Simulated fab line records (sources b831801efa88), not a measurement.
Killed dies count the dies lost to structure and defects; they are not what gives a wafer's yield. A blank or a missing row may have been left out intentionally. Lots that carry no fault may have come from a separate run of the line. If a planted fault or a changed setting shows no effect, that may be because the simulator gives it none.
Comparing a struck lot with a sound one + flow sky130 + 16 out of 708 route steps
Sound: wafers L481.3, L481.5, L481.6. The struck wafers were L474.2, L474.5, L474.6. The cause is named last.
Order at every step that has rows: each side's tool, ch and its chambers, its first start. Under that, the readings that differ: sound wafers + struck wafers + difference of the means + sigmas: that difference in standard deviations of wafers without a fault.
alike: readings with means less than 2 such deviations apart, plus words and numbers identical on both sides. not compared: withheld readings, readings lacking a value on some wafer, bounds such as >300 that could conceal the same value, and numbers that have no deviation in the record and whose values overlap.
The two part at a step that has a row with sigmas, a row that says differs or no value, or rows on one side only. Non-overlapping numbers with no deviation appear without sigmas and do not part them. A reading missing from all wafers of one side parts the sides only when that side holds two or more wafers.

SKY_NWELL_RS_MEAS_29: uses a four-point probe to measure.
  struck on film-metro-03, day 8 08:33; sound on film-metro-03, day 9 23:20
  alike: NWELL_RS
SKY_NWELL_RS_MEAS_31: uses a four-point probe to measure.
  struck on film-metro-03, day 8 08:47; sound on film-metro-03, day 9 23:35
  alike: PWDE_RS
then, 7 steps without rows for these wafers: SKY_VT_ADJUST_HVTP_DEHYDRATE_00 (time 60 s); SKY_VT_ADJUST_HVTP_HMDS_01 (prime time 60 s); SKY_VT_ADJUST_HVTP_COAT_02 (resist thk 1140 nm); SKY_VT_ADJUST_HVTP_SOFTBAKE_03 (time 60 s); SKY_VT_ADJUST_HVTP_EXPOSE_04 (exposes mask HVTPM, target cd 380 nm); SKY_VT_ADJUST_HVTP_PEB_05; SKY_VT_ADJUST_HVTP_DEVELOP_06 (develop time 60 s).
SKY_VT_ADJUST_HVTP_CD_MEAS_07: target cd 380 nm.
  struck on cd-sem-02, day 9 04:16; sound on cd-sem-02, day 10 21:23
| reading    | sound             | struck            | difference | sigmas |
|------------|-------------------|-------------------|------------|--------|
| cd-nm (nm) | 379.3 377.9 377.7 | 383.0 382.5 385.1 | +5.2       | +2     |
SKY_VT_ADJUST_HVTP_OVL_MEAS_08:
  struck on overlay-02, day 9 04:23; sound on overlay-01, day 10 21:29
| reading                 | sound          | struck      | difference | sigmas |
|-------------------------|----------------|-------------|------------|--------|
| VT_ADJUST_HVTP_OVL (nm) | -2.3 -2.1 -0.4 | 2.5 1.6 1.5 | +3.5       | +2     |
SKY_VT_ADJUST_HVTP_IMPLANT_09:
  sound on implanter-02 ch 0, day 10 21:34; struck on implanter-04 ch 0, day 9 04:45
  alike: dose-ions-cm2, end-station-pressure-torr
SKY_VT_ADJUST_HVTP_STRIP_10: strips in O2/N2.
  sound on plasma-asher-02 ch 0,1, day 10 21:41; struck on plasma-asher-04 ch 0,1, day 9 04:52
  alike: drypump-motor-current-A, oes-product-au, strip-time-to-endpoint-s
  not compared: rf-hours-counter-h
SKY_VT_ADJUST_HVTP_TW_MEAS_11:
  struck on film-metro-01, day 9 04:59; sound on film-metro-03, day 10 21:47
| reading           | sound          | struck         | difference | sigmas |
|-------------------|----------------|----------------|------------|--------|
| VT_ADJUST_HVTP_TW | 1364 1355 1364 | 1643 1648 1646 | +285       | +19    |
then, 1 step without rows for these wafers: SKY_VT_ADJUST_LVTN_DEHYDRATE_00 (time 60 s).
-- a jump in the record: the struck wafers' starts before and after are 39 days apart (it breaks off in module VT_ADJUST_LVTN and resumes in module PAD_OPEN, where the first step shown is number 708 of the route) --
SKY_PAD_OPEN_PROBE_99:
  struck on prober-01, day 48 14:22; sound on prober-01, day 50 22:26
| reading                                 | sound             | struck            | difference | sigmas |
|-----------------------------------------|-------------------|-------------------|------------|--------|
| model.etest.tip-p.rs-ohm-sq             | 6858 6749 6820    | 8979 8926 8927    | +2135      |        |
| model.etest.pfet_01v8.r-on-ohm-um       | 2907 2984 2905    | 3686 3653 3569    | +704       |        |
| model.etest.pfet_01v8.drive-ua-um       | 192.6 186.7 193.2 | 123.3 124.1 128.6 | -65.5      |        |
| model.etest.pfet_01v8_mvt.drive-ua-um   | 150.1 147.3 151.1 | 87.29 88.99 90.5  | -60.57     |        |
| model.etest.pfet_01v8_hvt.drive-ua-um   | 143.1 137.3 144.4 | 97.21 96.31 100.8 | -43.49     |        |
| model.etest.sram-pfet-latch.drive-ua-um | 145.7 136.3 143.9 | 97 99.89 101.3    | -43        |        |
| model.etest.ring_1v8.delay-ps           | 21.7 21.84 21.49  | 27.89 27.93 26.48 | +5.76      |        |
  alike: killed_at_M0_to_M3, killed_at_M4_up, killed-at-contacts, killed-at-front-end, killed-at-other, killed-dies, killed-open, killed-short
  not compared: model.etest.tip-p.rs-ohm-sq-range

WHERE THEY PART
Earliest at SKY_VT_ADJUST_HVTP_CD_MEAS_07; latest, in this record, at SKY_VT_ADJUST_HVTP_TW_MEAS_11. Later steps at which nothing parts them and some readings are alike: SKY_PAD_OPEN_PROBE_99.

WHY: what the simulator had put in
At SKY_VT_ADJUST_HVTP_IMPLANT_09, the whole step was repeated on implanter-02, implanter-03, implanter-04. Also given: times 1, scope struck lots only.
